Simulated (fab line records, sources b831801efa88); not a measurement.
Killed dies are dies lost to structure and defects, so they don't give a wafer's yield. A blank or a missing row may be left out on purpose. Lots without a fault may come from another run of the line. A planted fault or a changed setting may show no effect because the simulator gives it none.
Chamber matching | flow gf180mcu | GF_V4_ETCH_16 on rie_diel-02: 4 sister chambers
The step etches BARC in N2/H2. 4 wafers are shown with their chamber, then 7 later ones without.

WAFERS WITH THEIR CHAMBER
wafer  | chamber | drypump_motor_current_A (A)
L790.3 | 0       | 6.1
L797.1 | 2       | 5.9
L797.4 | 3       | 5.5
L802.5 | 1       | 5.3

WAFERS WITHOUT THEIR CHAMBER
wafer  | drypump_motor_current_A (A)
L802.6 | 5.9
L809.1 | 6.2
L809.2 | 5.5
L809.4 | 5.3
L810.1 | 5.3
L810.2 | 6.0
L810.6 | 5.9

WHICH CHAMBER EACH WENT THROUGH
wafer  | from the rows above     | in truth
L802.6 | 2                       | 2
L809.1 | 0                       | 0
L809.2 | 3                       | 3
L809.4 | 1                       | 1
L810.1 | 1                       | 1
L810.2 | can't be placed: 0 or 2 | 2
L810.6 | 2                       | 2
Placed correctly: 6 of 7. Can't be placed from these rows: 1 (the true chamber is among the candidates in 1). Placed wrongly: 0.
How it was worked out, from the rows above alone: a wafer's distance from a chamber is the root of the sum, over the readings, of the square of ((its reading less the chamber's mean) divided by the reading's scatter). The wafer belongs to the nearest chamber; if the next one is less than 2 further off, it can't be placed. A chamber's mean is the mean of its shown wafers. The scatter: with one shown wafer a chamber, the root of the mean of the squares of how far each hidden wafer lies from its nearest shown one.
